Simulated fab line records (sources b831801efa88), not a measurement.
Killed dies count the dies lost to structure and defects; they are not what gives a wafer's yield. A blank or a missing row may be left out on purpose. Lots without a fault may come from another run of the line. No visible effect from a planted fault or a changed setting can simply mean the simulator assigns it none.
Which tool did it? + flow sky130 + Sampling: 14 lots, 42 wafers, 2 of 708 route steps

== WHAT THE GAUGES READ, wafer by wafer ==
SKY_LI_CONTACT_THK_MEAS_01.
| lot  | measured     | on            | LI_CONTACT_HDPCVD_THK (nm) |
|------|--------------|---------------|----------------------------|
| L108 | day 27 19:40 | film metro-03 | 944 942 937                |
| L109 | day 28 05:28 | film metro-03 | 941 942 942                |
| L111 | day 28 20:35 | film metro-02 | 925 923 917                |
| L113 | day 29 18:55 | film metro-02 | 920 931 922                |
| L117 | day 31 04:55 | film metro-03 | 911 924 927                |
| L118 | day 31 08:58 | film metro-04 | 935 933 933                |
| L119 | day 31 19:57 | film metro-02 | 934 933 930                |
| L120 | day 32 03:37 | film metro-03 | 927 928 935                |
| L121 | day 32 13:35 | film metro-02 | 918 920 934                |
| L122 | day 33 08:00 | film metro-02 | 933 913 926                |
| L126 | day 34 05:36 | film metro-04 | 935 930 930                |
| L125 | day 34 09:18 | film metro-04 | 930 931 923                |
| L127 | day 34 16:16 | film metro-04 | 938 937 941                |
| L130 | day 35 06:13 | film metro-03 | 934 932 929                |

SKY_LOCAL_INTERCONNECT_CD_MEAS_11: the cd target is 170 nm.
| lot  | measured     | on        | cd nm (nm)        |
|------|--------------|-----------|-------------------|
| L108 | day 30 06:26 | cd sem-02 | 170.1 170.3 169.2 |
| L109 | day 30 15:24 | cd sem-01 | 170.2 171.5 171.0 |
| L111 | day 31 06:12 | cd sem-02 | 169.0 168.9 170.2 |
| L113 | day 32 03:35 | cd sem-02 | 168.8 170.6 168.9 |
| L117 | day 33 12:31 | cd sem-02 | 171.4 170.6 170.6 |
| L118 | day 33 16:21 | cd sem-01 | 168.2 170.1 169.8 |
| L119 | day 34 03:29 | cd sem-02 | 171.4 169.4 170.0 |
| L120 | day 34 11:29 | cd sem-02 | 168.7 169.6 169.2 |
| L121 | day 34 21:19 | cd sem-02 | 170.4 171.0 170.4 |
| L122 | day 35 14:30 | cd sem-01 | 170.7 170.1 169.8 |
| L126 | day 36 12:13 | cd sem-01 | 169.4 171.8 171.5 |
| L125 | day 36 16:25 | cd sem-01 | 170.1 169.0 169.6 |
| L127 | day 36 23:11 | cd sem-02 | 168.2 166.5 169.1 |
| L130 | day 37 12:02 | cd sem-01 | 168.7 171.6 170.6 |

== EACH LOT AND THE TOOL THAT RAN IT (in order: tool; ch and the chambers of the sampled wafers; start) ==
The record shows no process step preceding these readings.

== WHAT THE TOOLS THEMSELVES READ (means of the sampled wafers that have a number; where no wafer has one, the mark that the record gives instead) ==
The record holds no such reading with a usual standard deviation.

== THE ANSWER, worked out from the rows above alone ==
Rule: usual is defined by the lots themselves. The widest of any qualifying gaps counts: lots, ordered by their means at a reading, are off when they make up no more than a third of the lots, leave a main group of 4 or more, and stand apart from it by 3 or more times the standard deviation of that group's means. Not used: any main group whose means are identical at the precision the tables above print for the reading. Also off: a lot with no number at a reading for which 4 or more lots have one. Where the step has rows for the other lots, those lots are counted as sound. First the gauges in route order, then the tools' own readings, where a lot's mean is used as printed above. At the first step where some lot is off, the reading lying furthest off is the one used; lots without a number count as furthest.
No lot is off at any reading shown: from this, nothing can be told.

== WHAT THE SIMULATOR HAD PUT IN ==
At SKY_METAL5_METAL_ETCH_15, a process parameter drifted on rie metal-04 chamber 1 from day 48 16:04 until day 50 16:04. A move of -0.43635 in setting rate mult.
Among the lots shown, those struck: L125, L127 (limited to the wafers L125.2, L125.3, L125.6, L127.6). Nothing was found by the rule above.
